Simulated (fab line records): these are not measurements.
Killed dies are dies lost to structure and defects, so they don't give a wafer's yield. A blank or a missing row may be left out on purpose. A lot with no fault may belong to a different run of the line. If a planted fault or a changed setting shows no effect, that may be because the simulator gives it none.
The tool behind it: which one? :: flow sky130 :: 33 wafers from 11 lots sampled at 4 of the route's 708 steps

WHAT THE GAUGES SHOWED, per wafer
SKY_CAPM_THK_MEAS_01. Usual: CAPM_CVD_00_THK 15.5 nm, standard deviation 0.32.
lot: L213
measured: day 36 13:56
on: filmMetro-03
CAPM_CVD_00_THK (nm): 15.3 15.5 15.7
flag: 

lot: L219
measured: day 38 16:09
on: filmMetro-03
CAPM_CVD_00_THK (nm): 15.7 16.9 16.1
flag: 

lot: L226
measured: day 40 14:01
on: filmMetro-01
CAPM_CVD_00_THK (nm): 15.3 15.4 15.4
flag: 

lot: L229
measured: day 41 17:57
on: filmMetro-04
CAPM_CVD_00_THK (nm): 15.6 15.9 15.5
flag: 

lot: L230
measured: day 41 18:09
on: filmMetro-03
CAPM_CVD_00_THK (nm): 15.1 15.1 15.5
flag: 

lot: L231
measured: day 41 20:58
on: filmMetro-04
CAPM_CVD_00_THK (nm): 15.6 15.8 15.6
flag: 

lot: L232
measured: day 42 06:49
on: filmMetro-01
CAPM_CVD_00_THK (nm): 15.8 15.7 15.7
flag: 

lot: L233
measured: day 42 10:56
on: filmMetro-04
CAPM_CVD_00_THK (nm): 15.6 16.0 15.7
flag: 

lot: L234
measured: day 42 23:01
on: filmMetro-01
CAPM_CVD_00_THK (nm): 15.2 15.3 15.4
flag: 

lot: L235
measured: day 43 11:16
on: filmMetro-01
CAPM_CVD_00_THK (nm): 15.4 15.5 15.1
flag: 

lot: L236
measured: day 43 17:30
on: filmMetro-04
CAPM_CVD_00_THK (nm): 14.9 15.3 14.8
flag: 

SKY_CAPM_THK_MEAS_04: measures by xrf. Usual: CAPM_TIN_THK 200 nm, standard deviation 3.2.
lot: L213
measured: day 36 14:14
on: filmMetro-01
CAPM_TIN_THK (nm): 206 200 202
flag: 

lot: L219
measured: day 38 16:26
on: filmMetro-04
CAPM_TIN_THK (nm): 203 203 198
flag: 

lot: L226
measured: day 40 14:19
on: filmMetro-03
CAPM_TIN_THK (nm): 198 197 198
flag: 

lot: L229
measured: day 41 18:14
on: filmMetro-01
CAPM_TIN_THK (nm): 197 199 201
flag: 

lot: L230
measured: day 41 18:26
on: filmMetro-04
CAPM_TIN_THK (nm): 199 206 198
flag: 

lot: L231
measured: day 41 21:16
on: filmMetro-03
CAPM_TIN_THK (nm): 207 201 203
flag: 

lot: L232
measured: day 42 07:06
on: filmMetro-01
CAPM_TIN_THK (nm): 196 200 201
flag: 

lot: L233
measured: day 42 11:14
on: filmMetro-03
CAPM_TIN_THK (nm): 202 201 202
flag: 

lot: L234
measured: day 42 23:19
on: filmMetro-04
CAPM_TIN_THK (nm): 207 203 203
flag: 

lot: L235
measured: day 43 11:33
on: filmMetro-03
CAPM_TIN_THK (nm): 198 195 196
flag: 

lot: L236
measured: day 43 17:47
on: filmMetro-04
CAPM_TIN_THK (nm): 201 202 197
flag: 

TOOL THAT RAN EACH LOT (tool first, then ch and the chambers of the sampled wafers, then the start)
lot: L213
SKY_VIA2_CVD_21: cvdW-01 ch 0,1, day 36 13:09
SKY_CAPM_CVD_00: pecvd-03 ch 0,1,2, day 36 13:55

lot: L219
SKY_VIA2_CVD_21: cvdW-01 ch 0,1, day 38 15:22
SKY_CAPM_CVD_00: pecvd-01 ch 1,2, day 38 16:07

lot: L226
SKY_VIA2_CVD_21: cvdW-01 ch 0,1, day 40 13:15
SKY_CAPM_CVD_00: pecvd-02 ch 0,1,2, day 40 13:59

lot: L229
SKY_VIA2_CVD_21: cvdW-01 ch 0,1, day 41 17:11
SKY_CAPM_CVD_00: pecvd-01 ch 0,1,2, day 41 17:55

lot: L230
SKY_VIA2_CVD_21: cvdW-02 ch 0,1, day 41 17:22
SKY_CAPM_CVD_00: pecvd-03 ch 0,1,2, day 41 18:08

lot: L231
SKY_VIA2_CVD_21: cvdW-01 ch 0,1, day 41 20:13
SKY_CAPM_CVD_00: pecvd-01 ch 0,1, day 41 20:56

lot: L232
SKY_VIA2_CVD_21: cvdW-01 ch 0,1, day 42 06:03
SKY_CAPM_CVD_00: pecvd-01 ch 0,1, day 42 06:46

lot: L233
SKY_VIA2_CVD_21: cvdW-02 ch 0,1, day 42 10:09
SKY_CAPM_CVD_00: pecvd-01 ch 0,1,2, day 42 10:55

lot: L234
SKY_VIA2_CVD_21: cvdW-01 ch 0, day 42 22:06
SKY_CAPM_CVD_00: pecvd-02 ch 1,2, day 42 23:00

lot: L235
SKY_VIA2_CVD_21: cvdW-01 ch 0,1, day 43 10:28
SKY_CAPM_CVD_00: pecvd-02 ch 1,2, day 43 11:13

lot: L236
SKY_VIA2_CVD_21: cvdW-01 ch 0,1, day 43 16:43
SKY_CAPM_CVD_00: pecvd-02 ch 1,2, day 43 17:27
- SKY_VIA2_CVD_21: deposits W, target thk 420 nm, time 126.4 s.
- SKY_CAPM_CVD_00: deposits SiO2, target thk 15.5 nm.

AS READ BY THE TOOLS THEMSELVES (means over the sampled wafers that have a number; for cases with no such wafer, the mark the record gives instead)
SKY_VIA2_CVD_21. Usual: 825 W for heaterPowerW, sd 92.
lot: L213
tool: cvdW-01
heaterPowerW (W): 779
flag: 

lot: L219
tool: cvdW-01
heaterPowerW (W): 846
flag: 

lot: L226
tool: cvdW-01
heaterPowerW (W): 796
flag: 

lot: L229
tool: cvdW-01
heaterPowerW (W): 861
flag: 

lot: L230
tool: cvdW-02
heaterPowerW (W): 794
flag: 

lot: L231
tool: cvdW-01
heaterPowerW (W): 788
flag: 

lot: L232
tool: cvdW-01
heaterPowerW (W): 856
flag: 

lot: L233
tool: cvdW-02
heaterPowerW (W): 801
flag: 

lot: L234
tool: cvdW-01
heaterPowerW (W): 925
flag: 

lot: L235
tool: cvdW-01
heaterPowerW (W): 790
flag: 

lot: L236
tool: cvdW-01
heaterPowerW (W): 782
flag: 

SKY_CAPM_CVD_00. Usual: 737 W for heaterPowerW, sd 130.
lot: L213
tool: pecvd-03
heaterPowerW (W): 735
flag: 

lot: L219
tool: pecvd-01
heaterPowerW (W): 647
flag: 

lot: L226
tool: pecvd-02
heaterPowerW (W): 754
flag: 

lot: L229
tool: pecvd-01
heaterPowerW (W): 776
flag: 

lot: L230
tool: pecvd-03
heaterPowerW (W): 718
flag: 

lot: L231
tool: pecvd-01
heaterPowerW (W): 848
flag: 

lot: L232
tool: pecvd-01
heaterPowerW (W): 766
flag: 

lot: L233
tool: pecvd-01
heaterPowerW (W): 748
flag: 

lot: L234
tool: pecvd-02
heaterPowerW (W): 702
flag: 

lot: L235
tool: pecvd-02
heaterPowerW (W): 643
flag: 

lot: L236
tool: pecvd-02
heaterPowerW (W): 684
flag: 

THE ANSWER, worked out from the rows above alone
Rule: take the mean of a lot's wafers that have a number; if it is more than 3 standard deviations from the usual mean, the lot is off. A lot without any number at a reading at which 4 lots or more have one is off too. Any other lot the step has rows for is counted as sound. Order of review: gauges by route order, followed by the tools' own readings, for which a lot's mean as printed above is used. At the first step where some lot is off, the reading lying furthest off is the one used; lots without a number count as furthest.
Nothing can be told from this: no lot is off at any reading shown.

WHAT THE SIMULATOR HAD INSERTED
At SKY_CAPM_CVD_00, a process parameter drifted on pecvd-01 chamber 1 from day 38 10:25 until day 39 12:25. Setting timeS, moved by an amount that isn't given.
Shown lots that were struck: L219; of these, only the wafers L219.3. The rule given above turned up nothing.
